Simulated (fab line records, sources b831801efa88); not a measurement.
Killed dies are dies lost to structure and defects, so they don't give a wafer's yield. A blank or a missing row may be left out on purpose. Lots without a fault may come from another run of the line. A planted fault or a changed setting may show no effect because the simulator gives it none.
Which tool did it? | flow gf180mcu | 13 lots, 39 wafers sampled, at 4 steps of a route of 602

WHAT THE GAUGES READ, wafer by wafer
GF_SAB_THK_MEAS_01.
lot  | measured     | on            | SAB_CVD_00_THK (nm)
L156 | day 13 22:33 | film_metro-01 | 49.8 49.7 50.4
L157 | day 14 07:22 | film_metro-04 | 50.1 50.2 50.8
L158 | day 15 18:16 | film_metro-01 | 49.9 50.9 50.0
L164 | day 17 03:04 | film_metro-01 | 49.2 42.0 48.6
L165 | day 17 16:22 | film_metro-04 | 49.4 41.7 48.6
L171 | day 19 17:08 | film_metro-01 | 49.0 50.3 50.9
L172 | day 20 04:35 | film_metro-04 | 48.9 50.0 50.4
L173 | day 20 07:58 | film_metro-02 | 50.0 50.6 51.4
L174 | day 20 16:51 | film_metro-04 | 48.4 49.2 50.3
L175 | day 21 01:02 | film_metro-04 | 51.3 50.8 49.5
L176 | day 21 11:10 | film_metro-02 | 49.5 49.8 49.8
L177 | day 21 14:49 | film_metro-02 | 48.7 49.2 50.1
L179 | day 22 08:40 | film_metro-01 | 49.8 49.2 50.3

GF_SAB_OVL_MEAS_10.
lot  | measured     | on         | SAB_OVL (nm)
L156 | day 14 19:43 | overlay-02 | 0.6 -0.1 1.5
L157 | day 15 06:08 | overlay-02 | -2.4 -0.9 0.2
L158 | day 16 16:43 | overlay-02 | -2.6 -0.9 0.0
L164 | day 18 01:17 | overlay-01 | 2.1 2.0 0.9
L165 | day 18 15:21 | overlay-02 | 4.1 0.8 2.9
L171 | day 20 16:49 | overlay-02 | -1.7 0.8 0.4
L172 | day 21 02:54 | overlay-02 | 2.2 4.7 2.4
L173 | day 21 06:35 | overlay-01 | 1.3 0.6 -0.1
L174 | day 21 15:53 | overlay-02 | 1.6 2.6 1.4
L175 | day 21 23:50 | overlay-02 | 2.7 0.1 2.7
L176 | day 22 10:56 | overlay-01 | 0.0 -0.7 1.0
L177 | day 22 14:39 | overlay-02 | 0.0 2.1 2.1
L179 | day 23 07:43 | overlay-01 | 0.6 1.8 1.5

WHICH TOOL RAN EACH LOT (tool, then ch and the chambers of the sampled wafers, then the start)
lot  | GF_PSD_RTA_13                    | GF_SAB_CVD_00
L156 | rtp_anneal-01 ch 0, day 13 22:13 | pecvd-01 ch 0,2, day 13 22:31
L157 | rtp_anneal-01 ch 0, day 14 07:02 | pecvd-04 ch 0,2, day 14 07:20
L158 | rtp_anneal-02 ch 0, day 15 17:56 | pecvd-04 ch 0,1, day 15 18:14
L164 | rtp_anneal-02 ch 0, day 17 02:43 | pecvd-01 ch 0,1,2, day 17 03:03
L165 | rtp_anneal-01 ch 0, day 17 16:01 | pecvd-01 ch 0,1,2, day 17 16:20
L171 | rtp_anneal-01 ch 0, day 19 16:47 | pecvd-03 ch 0,1,2, day 19 17:06
L172 | rtp_anneal-02 ch 0, day 20 04:14 | pecvd-03 ch 0,1,2, day 20 04:34
L173 | rtp_anneal-02 ch 0, day 20 07:38 | pecvd-01 ch 1,2, day 20 07:57
L174 | rtp_anneal-02 ch 0, day 20 16:25 | pecvd-01 ch 0,1, day 20 16:50
L175 | rtp_anneal-02 ch 0, day 21 00:43 | pecvd-03 ch 0,1,2, day 21 01:01
L176 | rtp_anneal-02 ch 0, day 21 10:49 | pecvd-04 ch 1,2, day 21 11:08
L177 | rtp_anneal-01 ch 0, day 21 14:29 | pecvd-04 ch 0,2, day 21 14:48
L179 | rtp_anneal-02 ch 0, day 22 08:19 | pecvd-01 ch 0,2, day 22 08:38
- GF_PSD_RTA_13: time 20 s.
- GF_SAB_CVD_00: deposits SiO2 from TEOS, target thk 50 nm, time 4.9302 s.

WHAT THE TOOLS THEMSELVES READ (means of the sampled wafers that have a number; where no wafer has one, the mark that the record gives instead)
GF_PSD_RTA_13.
lot  | tool          | chamber_o2_ppm | lamp_power_pct (%) | wafer_temp_C_max
L156 | rtp_anneal-01 | 2.004          | 34.54              | 1028.3
L157 | rtp_anneal-01 | 2.009          | 34.58              | 1030.1
L158 | rtp_anneal-02 | 2.017          | 34.81              | 1030.2
L164 | rtp_anneal-02 | 1.989          | 34.83              | 1029.9
L165 | rtp_anneal-01 | 2.015          | 34.57              | 1029.3
L171 | rtp_anneal-01 | 1.995          | 34.56              | 1028.8
L172 | rtp_anneal-02 | 2.018          | 34.82              | 1029.9
L173 | rtp_anneal-02 | 2.006          | 34.84              | 1029.9
L174 | rtp_anneal-02 | 2.028          | 34.82              | 1030.4
L175 | rtp_anneal-02 | 2.015          | 34.83              | 1029.5
L176 | rtp_anneal-02 | 2.001          | 34.87              | 1029.7
L177 | rtp_anneal-01 | 1.947          | 34.56              | 1028.8
L179 | rtp_anneal-02 | 1.960          | 34.82              | 1029.4

GF_SAB_CVD_00.
lot  | tool     | heater_power_outer_w (W) | heater_power_w (W)
L156 | pecvd-01 | 278                      | 533
L157 | pecvd-04 | 389                      | 725
L158 | pecvd-04 | 420                      | 701
L164 | pecvd-01 | 324                      | 594
L165 | pecvd-01 | 318                      | 590
L171 | pecvd-03 | 411                      | 720
L172 | pecvd-03 | 444                      | 736
L173 | pecvd-01 | 351                      | 636
L174 | pecvd-01 | 370                      | 638
L175 | pecvd-03 | 373                      | 675
L176 | pecvd-04 | 353                      | 646
L177 | pecvd-04 | 412                      | 737
L179 | pecvd-01 | 319                      | 603

THE ANSWER, worked out from the rows above alone
Rule: what is usual is taken from the lots themselves. Put in order of their means at a reading, lots are off if they are a third of the lots or fewer, leave a main group of 4 or more, and stand apart from it by a gap of 3 or more times the standard deviation of the main group's means; of several such gaps the widest counts. A main group whose means are all the same, to the digits that the tables above print for the reading, isn't used. A lot without any number at a reading at which 4 lots or more have one is off too. The other lots that the step has rows for count as sound. The gauges are gone through in route order, then the tools' own readings, and for those a lot's mean is taken as printed above. The first step at which some lot is off is used, and at that step the reading that is off furthest; a lot without a number counts as furthest.
Off: L164, L165, at GF_SAB_THK_MEAS_01 (SAB_CVD_00_THK). The main group: mean 50.0 nm, standard deviation 0.43.
A tool fits if, at a process step before that reading, it ran every lot that is off, and no sound lot after the first of them. The gauges at GF_SAB_THK_MEAS_01 are tried like those tools. None of those tried fits.

WHAT THE SIMULATOR HAD PUT IN
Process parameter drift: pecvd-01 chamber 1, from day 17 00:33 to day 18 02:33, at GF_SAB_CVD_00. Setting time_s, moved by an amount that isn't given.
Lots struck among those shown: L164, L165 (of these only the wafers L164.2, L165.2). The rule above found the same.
